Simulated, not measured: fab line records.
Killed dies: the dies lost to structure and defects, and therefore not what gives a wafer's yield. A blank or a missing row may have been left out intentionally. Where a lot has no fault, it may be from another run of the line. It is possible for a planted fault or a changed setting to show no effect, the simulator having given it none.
What tool caused it? / flow sky130 / Sampling: 12 lots, 36 wafers, 2 of 708 route steps

## WHAT EACH GAUGE READ, for each wafer
SKY_VIA1_OVL_MEAS_13. Usual: VIA1_OVL 0 nm, standard deviation 4.7.
lot=L351; measured=day 33 19:32; on=overlay-01; VIA1_OVL (nm)=5 5 8; flag=
lot=L353; measured=day 34 14:00; on=overlay-02; VIA1_OVL (nm)=7 8 5; flag=
lot=L357; measured=day 36 08:17; on=overlay-01; VIA1_OVL (nm)=-3 1 -4; flag=
lot=L361; measured=day 36 19:08; on=overlay-02; VIA1_OVL (nm)=-1 -6 -7; flag=
lot=L362; measured=day 37 04:15; on=overlay-02; VIA1_OVL (nm)=-4 -5 -3; flag=
lot=L363; measured=day 37 12:12; on=overlay-02; VIA1_OVL (nm)=0 -7 -6; flag=
lot=L366; measured=day 38 09:40; on=overlay-01; VIA1_OVL (nm)=5 5 -5; flag=
lot=L367; measured=day 39 20:44; on=overlay-02; VIA1_OVL (nm)=-3 1 6; flag=
lot=L371; measured=day 40 03:14; on=overlay-01; VIA1_OVL (nm)=-2 1 2; flag=
lot=L372; measured=day 40 07:51; on=overlay-01; VIA1_OVL (nm)=0 -3 1; flag=
lot=L373; measured=day 40 12:53; on=overlay-01; VIA1_OVL (nm)=-4 -3 6; flag=
lot=L374; measured=day 40 19:39; on=overlay-01; VIA1_OVL (nm)=1 -3 0; flag=

## TOOL THAT RAN EACH LOT (tool first, then ch and the chambers of the sampled wafers, then the start)
lot=L351; SKY_METAL1_DESCUM_17=rie_metal-04 ch 1, day 32 15:16
lot=L353; SKY_METAL1_DESCUM_17=rie_metal-04 ch 0,1, day 33 10:50
lot=L357; SKY_METAL1_DESCUM_17=rie_metal-03 ch 0,1, day 35 05:01
lot=L361; SKY_METAL1_DESCUM_17=rie_metal-01 ch 0,1, day 35 15:52
lot=L362; SKY_METAL1_DESCUM_17=rie_metal-04 ch 0,1, day 36 01:14
lot=L363; SKY_METAL1_DESCUM_17=rie_metal-04 ch 0,1, day 36 08:41
lot=L366; SKY_METAL1_DESCUM_17=rie_metal-04 ch 0,1, day 37 06:25
lot=L367; SKY_METAL1_DESCUM_17=rie_metal-04 ch 0,1, day 38 19:34
lot=L371; SKY_METAL1_DESCUM_17=rie_metal-03 ch 0,1, day 39 00:12
lot=L372; SKY_METAL1_DESCUM_17=rie_metal-03 ch 0,1, day 39 06:19
lot=L373; SKY_METAL1_DESCUM_17=rie_metal-01 ch 0,1, day 39 10:01
lot=L374; SKY_METAL1_DESCUM_17=rie_metal-01 ch 0,1, day 39 17:49
- SKY_METAL1_DESCUM_17: chemistry O2, time 8 s.

## AS READ BY THE TOOLS THEMSELVES (means over the sampled wafers that have a number; for cases with no such wafer, the mark the record gives instead)
SKY_METAL1_DESCUM_17. Usual: drypump_motor_current_A 5.84 A, standard deviation 0.28; oes_product_au 1.003 a.u., standard deviation 0.0087.
lot=L351; tool=rie_metal-04; drypump_motor_current_A (A)=5.95; oes_product_au (a.u.)=1.005; flag=
lot=L353; tool=rie_metal-04; drypump_motor_current_A (A)=5.93; oes_product_au (a.u.)=1.001; flag=
lot=L357; tool=rie_metal-03; drypump_motor_current_A (A)=5.88; oes_product_au (a.u.)=1.011; flag=
lot=L361; tool=rie_metal-01; drypump_motor_current_A (A)=5.40; oes_product_au (a.u.)=1.008; flag=
lot=L362; tool=rie_metal-04; drypump_motor_current_A (A)=5.94; oes_product_au (a.u.)=1.001; flag=
lot=L363; tool=rie_metal-04; drypump_motor_current_A (A)=5.96; oes_product_au (a.u.)=1.008; flag=
lot=L366; tool=rie_metal-04; drypump_motor_current_A (A)=5.96; oes_product_au (a.u.)=1.005; flag=
lot=L367; tool=rie_metal-04; drypump_motor_current_A (A)=5.94; oes_product_au (a.u.)=0.995; flag=
lot=L371; tool=rie_metal-03; drypump_motor_current_A (A)=5.93; oes_product_au (a.u.)=0.998; flag=
lot=L372; tool=rie_metal-03; drypump_motor_current_A (A)=5.94; oes_product_au (a.u.)=1.003; flag=
lot=L373; tool=rie_metal-01; drypump_motor_current_A (A)=5.39; oes_product_au (a.u.)=0.999; flag=
lot=L374; tool=rie_metal-01; drypump_motor_current_A (A)=5.41; oes_product_au (a.u.)=1.000; flag=

## THE ANSWER, worked out from the rows above alone
Rule: lot off if the mean of its wafers having a number is beyond 3 standard deviations from the usual mean. A lot without any number at a reading at which 4 lots or more have one is off too. The other lots that the step has rows for count as sound. After the gauges, taken in route order, come the tools' own readings; for these a lot's mean is taken, as printed above. The first step at which some lot is off is used, and at that step the reading that is off furthest; a lot without a number counts as furthest.
No lot is off on any of the readings shown, so nothing can be concluded from this.

## WHAT HAD BEEN PUT IN BY THE SIMULATOR
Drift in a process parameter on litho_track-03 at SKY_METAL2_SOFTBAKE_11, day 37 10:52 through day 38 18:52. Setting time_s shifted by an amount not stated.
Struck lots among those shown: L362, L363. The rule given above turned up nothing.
